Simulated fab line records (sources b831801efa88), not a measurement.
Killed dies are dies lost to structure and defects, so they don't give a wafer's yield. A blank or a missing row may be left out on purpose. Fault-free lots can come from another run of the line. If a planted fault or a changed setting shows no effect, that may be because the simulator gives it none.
The tool behind it: which one?	flow sky130	at 1 step of a route of 708, 12 lots with 36 wafers sampled

== WHAT EACH GAUGE READ, for each wafer ==
SKY_FIELD_ISO_THK_MEAS_04.
lot	measured	on	FIELD_ISO_CVD_03_THK (nm)
L075	day 2 03:17	filmMetro-03	163.5 163.4 164.2
L077	day 2 07:21	filmMetro-03	166.2 166.3 166.7
L079	day 2 17:22	filmMetro-01	164.4 164.9 165.5
L081	day 3 05:23	filmMetro-01	167.2 165.0 166.6
L083	day 3 12:55	filmMetro-02	163.8 161.0 161.8
L085	day 3 21:40	filmMetro-03	164.4 164.3 164.3
L087	day 4 07:28	filmMetro-02	166.5 167.5 166.5
L089	day 4 19:17	filmMetro-01	167.2 166.5 167.0
L091	day 5 03:58	filmMetro-01	167.6 167.9 166.9
L093	day 5 12:29	filmMetro-02	162.6 162.7 161.9
L095	day 5 23:21	filmMetro-02	166.4 166.3 167.6
L097	day 6 10:50	filmMetro-01	167.6 167.9 166.7

== TOOL THAT RAN EACH LOT (tool first, then ch and the chambers of the sampled wafers, then the start) ==
The record holds no process step before these readings.

== THE ANSWER, worked out from the rows above alone ==
Rule: the lots themselves supply what counts as usual. Put in order of their means at a reading, lots are off if they are a third of the lots or fewer, leave a main group of 4 or more, and stand apart from it by a gap of 3 or more times the standard deviation of the main group's means; of several such gaps the widest counts. Not used: any main group whose means are identical at the precision the tables above print for the reading. Also off: a lot with no number at a reading for which 4 or more lots have one. Where the step has rows for the other lots, those lots are counted as sound.
Nothing can be told from this: no lot is off at any reading shown.

== WHAT HAD BEEN PUT IN BY THE SIMULATOR ==
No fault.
